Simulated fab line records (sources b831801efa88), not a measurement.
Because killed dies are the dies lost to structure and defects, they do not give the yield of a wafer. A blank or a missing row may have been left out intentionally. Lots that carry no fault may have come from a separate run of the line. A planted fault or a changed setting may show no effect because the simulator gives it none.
Which tool is to blame? || flow gf180mcu || 14 lots, 40 wafers sampled, at 6 steps of a route of 602

## WHAT THE GAUGES READ, wafer by wafer
GF_HV_LDD_CD_MEAS_31: target cd 400 nm.
{"lot": "L944", "measured": "day 11 08:29", "on": "cd_sem-02", "cd_nm (nm)": "398.2 399.4 401.2"}
{"lot": "L946", "measured": "day 12 01:37", "on": "cd_sem-01", "cd_nm (nm)": "399.9 400.9 401.0"}
{"lot": "L948", "measured": "day 12 21:19", "on": "cd_sem-02", "cd_nm (nm)": "398.3 396.3 397.6"}
{"lot": "L949", "measured": "day 13 07:02", "on": "cd_sem-01", "cd_nm (nm)": "405.0 406.0 406.3"}
{"lot": "L950", "measured": "day 13 13:54", "on": "cd_sem-01", "cd_nm (nm)": "403.0 401.4 400.5"}
{"lot": "L951", "measured": "day 13 15:52", "on": "cd_sem-01", "cd_nm (nm)": "398.6 400.4 399.9"}
{"lot": "L952", "measured": "day 14 05:40", "on": "cd_sem-01", "cd_nm (nm)": "400.5 396.9 400.1"}
{"lot": "L953", "measured": "day 14 05:44", "on": "cd_sem-02", "cd_nm (nm)": "398.3 399.4 400.5"}
{"lot": "L954", "measured": "day 14 18:34", "on": "cd_sem-02", "cd_nm (nm)": "405.2 401.5 403.7"}
{"lot": "L955", "measured": "day 15 02:32", "on": "cd_sem-01", "cd_nm (nm)": "394.8 396.4 394.9"}
{"lot": "L956", "measured": "day 15 08:11", "on": "cd_sem-01", "cd_nm (nm)": "395.7 398.2 396.7"}
{"lot": "L957", "measured": "day 15 23:11", "on": "cd_sem-01", "cd_nm (nm)": "400.8 401.1 401.6"}
{"lot": "L960", "measured": "day 16 13:46", "on": "cd_sem-02", "cd_nm (nm)": "400.0 397.5"}
{"lot": "L965", "measured": "day 18 04:47", "on": "cd_sem-01", "cd_nm (nm)": "402.1 400.3"}

GF_HV_LDD_CD_MEAS_46: target cd 400 nm.
{"lot": "L944", "measured": "day 12 04:14", "on": "cd_sem-01", "cd_nm (nm)": "399.9 403.2 401.6"}
{"lot": "L946", "measured": "day 12 21:49", "on": "cd_sem-01", "cd_nm (nm)": "396.1 396.7 396.1"}
{"lot": "L948", "measured": "day 13 17:52", "on": "cd_sem-01", "cd_nm (nm)": "399.4 398.2 399.7"}
{"lot": "L949", "measured": "day 14 04:58", "on": "cd_sem-02", "cd_nm (nm)": "397.7 398.7 399.2"}
{"lot": "L950", "measured": "day 14 11:19", "on": "cd_sem-01", "cd_nm (nm)": "399.0 400.2 400.1"}
{"lot": "L951", "measured": "day 14 14:50", "on": "cd_sem-01", "cd_nm (nm)": "404.0 399.9 400.9"}
{"lot": "L952", "measured": "day 15 03:22", "on": "cd_sem-01", "cd_nm (nm)": "404.2 403.1 402.0"}
{"lot": "L953", "measured": "day 15 03:42", "on": "cd_sem-01", "cd_nm (nm)": "399.6 400.7 400.6"}
{"lot": "L954", "measured": "day 15 16:28", "on": "cd_sem-02", "cd_nm (nm)": "397.0 398.4 394.7"}
{"lot": "L955", "measured": "day 16 01:08", "on": "cd_sem-01", "cd_nm (nm)": "402.9 400.1 399.1"}
{"lot": "L956", "measured": "day 16 06:17", "on": "cd_sem-02", "cd_nm (nm)": "399.6 398.6 399.6"}
{"lot": "L957", "measured": "day 16 22:08", "on": "cd_sem-01", "cd_nm (nm)": "398.8 397.8 397.2"}
{"lot": "L960", "measured": "day 17 12:25", "on": "cd_sem-02", "cd_nm (nm)": "400.2 401.1"}
{"lot": "L965", "measured": "day 19 05:49", "on": "cd_sem-02", "cd_nm (nm)": "401.3 400.3"}

GF_PSD_RS_MEAS_14: a four-point-probe measurement.
{"lot": "L944", "measured": "day 14 01:00", "on": "film_metro-01", "NSD_RS (ohm/sq)": "46.29 46.17 46.14"}
{"lot": "L946", "measured": "day 14 19:52", "on": "film_metro-02", "NSD_RS (ohm/sq)": "46.17 46.11 46.10"}
{"lot": "L948", "measured": "day 15 17:43", "on": "film_metro-01", "NSD_RS (ohm/sq)": "46.35 46.21 46.32"}
{"lot": "L949", "measured": "day 16 04:38", "on": "film_metro-04", "NSD_RS (ohm/sq)": "46.11 46.19 46.19"}
{"lot": "L950", "measured": "day 16 10:10", "on": "film_metro-02", "NSD_RS (ohm/sq)": "46.16 46.12 46.28"}
{"lot": "L951", "measured": "day 16 14:38", "on": "film_metro-04", "NSD_RS (ohm/sq)": "46.30 46.20 46.20"}
{"lot": "L952", "measured": "day 17 04:14", "on": "film_metro-02", "NSD_RS (ohm/sq)": "46.12 46.20 46.14"}
{"lot": "L953", "measured": "day 17 04:32", "on": "film_metro-04", "NSD_RS (ohm/sq)": "46.19 46.17 46.07"}
{"lot": "L954", "measured": "day 17 16:31", "on": "film_metro-02", "NSD_RS (ohm/sq)": "46.20 46.09 46.19"}
{"lot": "L955", "measured": "day 18 01:28", "on": "film_metro-01", "NSD_RS (ohm/sq)": "46.21 46.11 46.04"}
{"lot": "L956", "measured": "day 18 08:41", "on": "film_metro-02", "NSD_RS (ohm/sq)": "46.16 46.30 46.22"}
{"lot": "L957", "measured": "day 19 01:21", "on": "film_metro-01", "NSD_RS (ohm/sq)": "46.23 46.13 46.28"}
{"lot": "L960", "measured": "day 19 14:53", "on": "film_metro-02", "NSD_RS (ohm/sq)": "45.14 46.17"}
{"lot": "L965", "measured": "day 21 10:04", "on": "film_metro-02", "NSD_RS (ohm/sq)": "45.15 46.13"}

## WHAT TOOL EACH LOT RAN ON (gives the tool, then ch and the chambers of the sampled wafers, and finally the start)
{"lot": "L944", "GF_HV_LDD_STRIP_49": "plasma_asher-01 ch 0,1, day 12 04:32", "GF_NSD_IMPLANT_09": "implanter-04 ch 0, day 13 03:40", "GF_NSD_STRIP_11": "plasma_asher-01 ch 0,1, day 13 03:56"}
{"lot": "L946", "GF_HV_LDD_STRIP_49": "plasma_asher-03 ch 0,1, day 12 22:06", "GF_NSD_IMPLANT_09": "implanter-01 ch 0, day 13 21:50", "GF_NSD_STRIP_11": "plasma_asher-01 ch 0,1, day 13 22:07"}
{"lot": "L948", "GF_HV_LDD_STRIP_49": "plasma_asher-02 ch 0,1, day 13 18:10", "GF_NSD_IMPLANT_09": "implanter-04 ch 0, day 14 19:40", "GF_NSD_STRIP_11": "plasma_asher-04 ch 0,1, day 14 19:58"}
{"lot": "L949", "GF_HV_LDD_STRIP_49": "plasma_asher-03 ch 0,1, day 14 05:16", "GF_NSD_IMPLANT_09": "implanter-01 ch 0, day 15 05:40", "GF_NSD_STRIP_11": "plasma_asher-02 ch 1, day 15 05:58"}
{"lot": "L950", "GF_HV_LDD_STRIP_49": "plasma_asher-02 ch 0,1, day 14 11:36", "GF_NSD_IMPLANT_09": "implanter-04 ch 0, day 15 11:56", "GF_NSD_STRIP_11": "plasma_asher-02 ch 0,1, day 15 12:11"}
{"lot": "L951", "GF_HV_LDD_STRIP_49": "plasma_asher-01 ch 0,1, day 14 15:07", "GF_NSD_IMPLANT_09": "implanter-04 ch 0, day 15 15:47", "GF_NSD_STRIP_11": "plasma_asher-01 ch 0,1, day 15 16:04"}
{"lot": "L952", "GF_HV_LDD_STRIP_49": "plasma_asher-02 ch 0,1, day 15 03:40", "GF_NSD_IMPLANT_09": "implanter-04 ch 0, day 16 04:33", "GF_NSD_STRIP_11": "plasma_asher-02 ch 0,1, day 16 04:51"}
{"lot": "L953", "GF_HV_LDD_STRIP_49": "plasma_asher-03 ch 0,1, day 15 04:00", "GF_NSD_IMPLANT_09": "implanter-01 ch 0, day 16 04:54", "GF_NSD_STRIP_11": "plasma_asher-04 ch 0,1, day 16 05:11"}
{"lot": "L954", "GF_HV_LDD_STRIP_49": "plasma_asher-01 ch 0,1, day 15 16:45", "GF_NSD_IMPLANT_09": "implanter-01 ch 0, day 16 17:41", "GF_NSD_STRIP_11": "plasma_asher-04 ch 0,1, day 16 17:58"}
{"lot": "L955", "GF_HV_LDD_STRIP_49": "plasma_asher-01 ch 0,1, day 16 01:26", "GF_NSD_IMPLANT_09": "implanter-02 ch 0, day 17 02:01", "GF_NSD_STRIP_11": "plasma_asher-02 ch 0,1, day 17 02:18"}
{"lot": "L956", "GF_HV_LDD_STRIP_49": "plasma_asher-03 ch 0,1, day 16 06:36", "GF_NSD_IMPLANT_09": "implanter-04 ch 0, day 17 07:46", "GF_NSD_STRIP_11": "plasma_asher-02 ch 0,1, day 17 08:04"}
{"lot": "L957", "GF_HV_LDD_STRIP_49": "plasma_asher-03 ch 1, day 16 22:25", "GF_NSD_IMPLANT_09": "implanter-02 ch 0, day 18 00:20", "GF_NSD_STRIP_11": "plasma_asher-01 ch 0,1, day 18 00:37"}
{"lot": "L960", "GF_HV_LDD_STRIP_49": "plasma_asher-02 ch 0,1, day 17 12:43", "GF_NSD_IMPLANT_09": "implanter-02 ch 0, day 18 14:49", "GF_NSD_STRIP_11": "plasma_asher-04 ch 1, day 18 15:07"}
{"lot": "L965", "GF_HV_LDD_STRIP_49": "plasma_asher-03 ch 0,1, day 19 06:07", "GF_NSD_IMPLANT_09": "implanter-02 ch 0, day 20 09:19", "GF_NSD_STRIP_11": "plasma_asher-02 ch 0, day 20 09:37"}
- GF_HV_LDD_STRIP_49: strips in O2/N2.
- GF_NSD_IMPLANT_09
- GF_NSD_STRIP_11: strips in O2/N2.

## WHAT THE TOOLS THEMSELVES READ (means of the sampled wafers that have a number; where no wafer has one, the mark that the record gives instead)
GF_HV_LDD_STRIP_49.
{"lot": "L944", "tool": "plasma_asher-01", "drypump_motor_current_A (A)": 6.2, "heater_power_w (W)": 319, "oes_product_au (a.u.)": 0.712, "strip_time_to_endpoint_s (s)": 12.62}
{"lot": "L946", "tool": "plasma_asher-03", "drypump_motor_current_A (A)": 5.8, "heater_power_w (W)": 359, "oes_product_au (a.u.)": 0.715, "strip_time_to_endpoint_s (s)": 12.67}
{"lot": "L948", "tool": "plasma_asher-02", "drypump_motor_current_A (A)": 6.2, "heater_power_w (W)": 363, "oes_product_au (a.u.)": 0.716, "strip_time_to_endpoint_s (s)": 12.62}
{"lot": "L949", "tool": "plasma_asher-03", "drypump_motor_current_A (A)": 6.1, "heater_power_w (W)": 345, "oes_product_au (a.u.)": 0.714, "strip_time_to_endpoint_s (s)": 12.66}
{"lot": "L950", "tool": "plasma_asher-02", "drypump_motor_current_A (A)": 5.8, "heater_power_w (W)": 328, "oes_product_au (a.u.)": 0.712, "strip_time_to_endpoint_s (s)": 12.58}
{"lot": "L951", "tool": "plasma_asher-01", "drypump_motor_current_A (A)": 6.3, "heater_power_w (W)": 303, "oes_product_au (a.u.)": 0.715, "strip_time_to_endpoint_s (s)": 12.57}
{"lot": "L952", "tool": "plasma_asher-02", "drypump_motor_current_A (A)": 5.8, "heater_power_w (W)": 329, "oes_product_au (a.u.)": 0.715, "strip_time_to_endpoint_s (s)": 12.61}
{"lot": "L953", "tool": "plasma_asher-03", "drypump_motor_current_A (A)": 5.9, "heater_power_w (W)": 356, "oes_product_au (a.u.)": 0.712, "strip_time_to_endpoint_s (s)": 12.57}
{"lot": "L954", "tool": "plasma_asher-01", "drypump_motor_current_A (A)": 6.3, "heater_power_w (W)": 308, "oes_product_au (a.u.)": 0.715, "strip_time_to_endpoint_s (s)": 12.61}
{"lot": "L955", "tool": "plasma_asher-01", "drypump_motor_current_A (A)": 6.3, "heater_power_w (W)": 306, "oes_product_au (a.u.)": 0.710, "strip_time_to_endpoint_s (s)": 12.64}
{"lot": "L956", "tool": "plasma_asher-03", "drypump_motor_current_A (A)": 5.9, "heater_power_w (W)": 361, "oes_product_au (a.u.)": 0.715, "strip_time_to_endpoint_s (s)": 12.65}
{"lot": "L957", "tool": "plasma_asher-03", "drypump_motor_current_A (A)": 5.7, "heater_power_w (W)": 360, "oes_product_au (a.u.)": 0.711, "strip_time_to_endpoint_s (s)": 12.63}
{"lot": "L960", "tool": "plasma_asher-02", "drypump_motor_current_A (A)": 6.0, "heater_power_w (W)": 340, "oes_product_au (a.u.)": 0.711, "strip_time_to_endpoint_s (s)": 12.62}
{"lot": "L965", "tool": "plasma_asher-03", "drypump_motor_current_A (A)": 5.9, "heater_power_w (W)": 358, "oes_product_au (a.u.)": 0.716, "strip_time_to_endpoint_s (s)": 12.63}

GF_NSD_STRIP_11.
{"lot": "L944", "tool": "plasma_asher-01", "drypump_motor_current_A (A)": 6.3, "heater_power_w (W)": 304, "oes_product_au (a.u.)": 0.487, "strip_time_to_endpoint_s (s)": 22.963}
{"lot": "L946", "tool": "plasma_asher-01", "drypump_motor_current_A (A)": 6.3, "heater_power_w (W)": 307, "oes_product_au (a.u.)": 0.487, "strip_time_to_endpoint_s (s)": 22.967}
{"lot": "L948", "tool": "plasma_asher-04", "drypump_motor_current_A (A)": 5.3, "heater_power_w (W)": 332, "oes_product_au (a.u.)": 0.487, "strip_time_to_endpoint_s (s)": 22.929}
{"lot": "L949", "tool": "plasma_asher-02", "drypump_motor_current_A (A)": 5.5, "heater_power_w (W)": 303, "oes_product_au (a.u.)": 0.483, "strip_time_to_endpoint_s (s)": 22.942}
{"lot": "L950", "tool": "plasma_asher-02", "drypump_motor_current_A (A)": 6.2, "heater_power_w (W)": 354, "oes_product_au (a.u.)": 0.490, "strip_time_to_endpoint_s (s)": 22.977}
{"lot": "L951", "tool": "plasma_asher-01", "drypump_motor_current_A (A)": 6.3, "heater_power_w (W)": 310, "oes_product_au (a.u.)": 0.485, "strip_time_to_endpoint_s (s)": 22.929}
{"lot": "L952", "tool": "plasma_asher-02", "drypump_motor_current_A (A)": 6.2, "heater_power_w (W)": 364, "oes_product_au (a.u.)": 0.482, "strip_time_to_endpoint_s (s)": 22.952}
{"lot": "L953", "tool": "plasma_asher-04", "drypump_motor_current_A (A)": 5.3, "heater_power_w (W)": 330, "oes_product_au (a.u.)": 0.486, "strip_time_to_endpoint_s (s)": 22.967}
{"lot": "L954", "tool": "plasma_asher-04", "drypump_motor_current_A (A)": 5.3, "heater_power_w (W)": 334, "oes_product_au (a.u.)": 0.487, "strip_time_to_endpoint_s (s)": 22.967}
{"lot": "L955", "tool": "plasma_asher-02", "drypump_motor_current_A (A)": 5.8, "heater_power_w (W)": 329, "oes_product_au (a.u.)": 0.483, "strip_time_to_endpoint_s (s)": 22.946}
{"lot": "L956", "tool": "plasma_asher-02", "drypump_motor_current_A (A)": 6.2, "heater_power_w (W)": 361, "oes_product_au (a.u.)": 0.487, "strip_time_to_endpoint_s (s)": 22.965}
{"lot": "L957", "tool": "plasma_asher-01", "drypump_motor_current_A (A)": 6.2, "heater_power_w (W)": 313, "oes_product_au (a.u.)": 0.485, "strip_time_to_endpoint_s (s)": 22.934}
{"lot": "L960", "tool": "plasma_asher-04", "drypump_motor_current_A (A)": 5.1, "heater_power_w (W)": 328, "oes_product_au (a.u.)": 0.480, "strip_time_to_endpoint_s (s)": 23.248}
{"lot": "L965", "tool": "plasma_asher-02", "drypump_motor_current_A (A)": 6.5, "heater_power_w (W)": 392, "oes_product_au (a.u.)": 0.484, "strip_time_to_endpoint_s (s)": 23.350}

## THE ANSWER, worked out from the rows above alone
Rule: the lots themselves supply what counts as usual. The widest of any qualifying gaps counts: lots, ordered by their means at a reading, are off when they make up no more than a third of the lots, leave a main group of 4 or more, and stand apart from it by 3 or more times the standard deviation of that group's means. Not used: any main group whose means are identical at the precision the tables above print for the reading. A lot without any number at a reading at which 4 lots or more have one is off too. The other lots that the step has rows for count as sound. After the gauges, taken in route order, come the tools' own readings; for these a lot's mean is taken, as printed above. The first step at which some lot is off is used, and at that step the reading that is off furthest; a lot without a number counts as furthest.
Off: at GF_PSD_RS_MEAS_14 (NSD_RS), L960, L965. For the main group the mean is 46.19 ohm/sq and the standard deviation 0.049.
If a tool, at a process step before that reading, ran all the lots that are off and no sound lot after the first of them, it fits. Not tried: the gauges at GF_PSD_RS_MEAS_14; whatever is off there is also off at GF_NSD_STRIP_11, on other tools, and gauge error can't account for it. One fits: GF_NSD_IMPLANT_09 on implanter-02. A fault onset in the window from L957 (day 18 00:20, its last sound lot) to L960 (day 18 14:49, its first lot off) fits.

## WHAT WAS PUT IN BY THE SIMULATOR
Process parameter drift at GF_NSD_IMPLANT_09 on implanter-02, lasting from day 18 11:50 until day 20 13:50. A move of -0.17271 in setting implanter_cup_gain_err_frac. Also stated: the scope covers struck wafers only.
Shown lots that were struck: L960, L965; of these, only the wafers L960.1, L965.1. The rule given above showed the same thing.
